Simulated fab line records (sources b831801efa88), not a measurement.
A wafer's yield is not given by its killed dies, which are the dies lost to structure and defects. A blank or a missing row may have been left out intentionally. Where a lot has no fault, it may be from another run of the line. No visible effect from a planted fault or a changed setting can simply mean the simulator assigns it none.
Which tool did it? || flow gf180mcu || 12 lots with 36 wafers sampled at 3 steps, on a route of 602 steps

== WHAT THE GAUGES SHOWED, per wafer ==
GF_M3_RS_MEAS_05: uses a four-point probe to measure.
{"lot": "L075", "measured": "day 20 14:40", "on": "film_metro-01", "M3_ALCU_RS (ohm/sq)": "0.0703 0.0695 0.0708"}
{"lot": "L077", "measured": "day 21 15:12", "on": "film_metro-04", "M3_ALCU_RS (ohm/sq)": "0.0679 0.0681 0.0688"}
{"lot": "L079", "measured": "day 22 01:38", "on": "film_metro-01", "M3_ALCU_RS (ohm/sq)": "0.0699 0.0695 0.0697"}
{"lot": "L081", "measured": "day 23 02:45", "on": "film_metro-03", "M3_ALCU_RS (ohm/sq)": "0.0695 0.0695 0.0691"}
{"lot": "L083", "measured": "day 23 18:30", "on": "film_metro-04", "M3_ALCU_RS (ohm/sq)": "0.0711 0.0697 0.0701"}
{"lot": "L085", "measured": "day 24 07:33", "on": "film_metro-04", "M3_ALCU_RS (ohm/sq)": "0.0698 0.0702 0.0703"}
{"lot": "L087", "measured": "day 25 00:46", "on": "film_metro-04", "M3_ALCU_RS (ohm/sq)": "0.0703 0.0705 0.0711"}
{"lot": "L089", "measured": "day 25 19:46", "on": "film_metro-03", "M3_ALCU_RS (ohm/sq)": "0.0704 0.0700 0.0714"}
{"lot": "L091", "measured": "day 26 03:13", "on": "film_metro-01", "M3_ALCU_RS (ohm/sq)": "0.0687 0.0691 0.0689"}
{"lot": "L093", "measured": "day 26 21:38", "on": "film_metro-03", "M3_ALCU_RS (ohm/sq)": "0.0701 0.0690 0.0688"}
{"lot": "L095", "measured": "day 27 11:06", "on": "film_metro-04", "M3_ALCU_RS (ohm/sq)": "0.0699 0.0703 0.0709"}
{"lot": "L097", "measured": "day 28 04:48", "on": "film_metro-01", "M3_ALCU_RS (ohm/sq)": "0.0697 0.0702 0.0702"}

== WHICH TOOL RAN EACH LOT (tool, then ch and the chambers of the sampled wafers, then the start) ==
{"lot": "L075", "GF_M2_SPUTTER_00": "pvd_sputter-04, day 18 10:13", "GF_M2_SPUTTER_02": "pvd_sputter-04, day 18 10:21"}
{"lot": "L077", "GF_M2_SPUTTER_00": "pvd_sputter-03, day 19 11:40", "GF_M2_SPUTTER_02": "pvd_sputter-03, day 19 11:47"}
{"lot": "L079", "GF_M2_SPUTTER_00": "pvd_sputter-04, day 19 21:56", "GF_M2_SPUTTER_02": "pvd_sputter-04, day 19 22:04"}
{"lot": "L081", "GF_M2_SPUTTER_00": "pvd_sputter-04, day 20 23:58", "GF_M2_SPUTTER_02": "pvd_sputter-04, day 21 00:05"}
{"lot": "L083", "GF_M2_SPUTTER_00": "pvd_sputter-01, day 21 15:37", "GF_M2_SPUTTER_02": "pvd_sputter-01, day 21 15:45"}
{"lot": "L085", "GF_M2_SPUTTER_00": "pvd_sputter-04, day 22 07:29", "GF_M2_SPUTTER_02": "pvd_sputter-04, day 22 07:37"}
{"lot": "L087", "GF_M2_SPUTTER_00": "pvd_sputter-04, day 23 00:52", "GF_M2_SPUTTER_02": "pvd_sputter-04, day 23 01:00"}
{"lot": "L089", "GF_M2_SPUTTER_00": "pvd_sputter-03, day 23 21:13", "GF_M2_SPUTTER_02": "pvd_sputter-03, day 23 21:21"}
{"lot": "L091", "GF_M2_SPUTTER_00": "pvd_sputter-03, day 24 05:16", "GF_M2_SPUTTER_02": "pvd_sputter-03, day 24 05:23"}
{"lot": "L093", "GF_M2_SPUTTER_00": "pvd_sputter-01, day 24 23:47", "GF_M2_SPUTTER_02": "pvd_sputter-01, day 24 23:55"}
{"lot": "L095", "GF_M2_SPUTTER_00": "pvd_sputter-04, day 25 13:46", "GF_M2_SPUTTER_02": "pvd_sputter-04, day 25 13:53"}
{"lot": "L097", "GF_M2_SPUTTER_00": "pvd_sputter-03, day 26 08:39", "GF_M2_SPUTTER_02": "pvd_sputter-03, day 26 08:47"}
- GF_M2_SPUTTER_00: material Ti, target thk 37.5 nm, time 150 s.
- GF_M2_SPUTTER_02: material AlCu, target thk 450 nm, time 23.9 s.

== THE ANSWER, worked out from the rows above alone ==
Rule: what is usual is taken from the lots themselves. Put in order of their means at a reading, lots are off if they are a third of the lots or fewer, leave a main group of 4 or more, and stand apart from it by a gap of 3 or more times the standard deviation of the main group's means; of several such gaps the widest counts. Not used: any main group whose means are identical at the precision the tables above print for the reading. A lot without any number at a reading at which 4 lots or more have one is off too. All remaining lots with rows at the step are treated as sound.
No lot is off at any reading shown: from this, nothing can be told.

== WHAT THE SIMULATOR HAD PUT IN ==
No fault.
